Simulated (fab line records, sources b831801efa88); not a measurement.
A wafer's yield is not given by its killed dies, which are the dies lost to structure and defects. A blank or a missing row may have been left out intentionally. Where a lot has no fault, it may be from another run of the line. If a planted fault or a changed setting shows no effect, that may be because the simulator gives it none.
A single fault, viewed from 2 desks | flow sky130 | each desk has only its own numbers; what lay behind them comes last

## AT THE METROLOGY DESK
Lot by lot, what the gauges showed, no matter which tool ran the lot: averages of those sampled wafers that carry a number. If a lot's mean is further than 4 standard deviations from the usual mean, the lot is out of limits and carries the mark OUT (the distance appears in the brackets).
Columns: A = cd_nm at SKY_METAL2_CD_MEAS_15, usual 140.4 nm; B = METAL2_OVL at SKY_METAL2_OVL_MEAS_16, usual -2 nm
lot  | first seen here | A     | B
L321 | day 40 06:26    | 138.7 | 1
L324 | day 40 19:49    | 140.2 | -12
L327 | day 41 07:56    | 141.7 | -1
L328 | day 41 08:59    | 141.4 | -2
L330 | day 42 05:57    | 141.9 | -5
L332 | day 42 21:57    | 140.4 | 2
Finding of this desk: none of the 6 lots has anything out of limits.

## THE TOOL OWNER'S DESK: plasma_asher-01
The tool's own readings at SKY_METAL2_STRIP_20 (strips in O2/N2): means of the sampled wafers that have a number, for each lot that ran on this tool. If a lot's mean is further than 4 standard deviations from the usual mean, the lot is out of limits and carries the mark OUT (the distance appears in the brackets).
Columns: A = chamber_pressure_mTorr at SKY_METAL2_STRIP_20, usual 1499.9 mTorr; B = drypump_motor_current_A at SKY_METAL2_STRIP_20, usual 5.8 A; C = oes_product_au at SKY_METAL2_STRIP_20, usual 0.343 a.u.; D = strip_time_to_endpoint_s at SKY_METAL2_STRIP_20, usual 2.70 s
lot  | first seen here | A      | B   | C     | D
L324 | day 40 20:10    | 1499.9 | 5.7 | 0.339 | 2.63
L330 | day 42 06:16    | 1499.6 | 6.0 | 0.349 | 2.84
L332 | day 42 22:16    | 1499.2 | 6.0 | 0.345 | 2.77
Finding of this desk: none of the 3 lots has anything out of limits.

## BROUGHT TOGETHER
Metrology desk: nothing out of limits seen.
Nothing out of limits was seen by the tool owner's desk.

## WHAT THE SIMULATOR PUT IN
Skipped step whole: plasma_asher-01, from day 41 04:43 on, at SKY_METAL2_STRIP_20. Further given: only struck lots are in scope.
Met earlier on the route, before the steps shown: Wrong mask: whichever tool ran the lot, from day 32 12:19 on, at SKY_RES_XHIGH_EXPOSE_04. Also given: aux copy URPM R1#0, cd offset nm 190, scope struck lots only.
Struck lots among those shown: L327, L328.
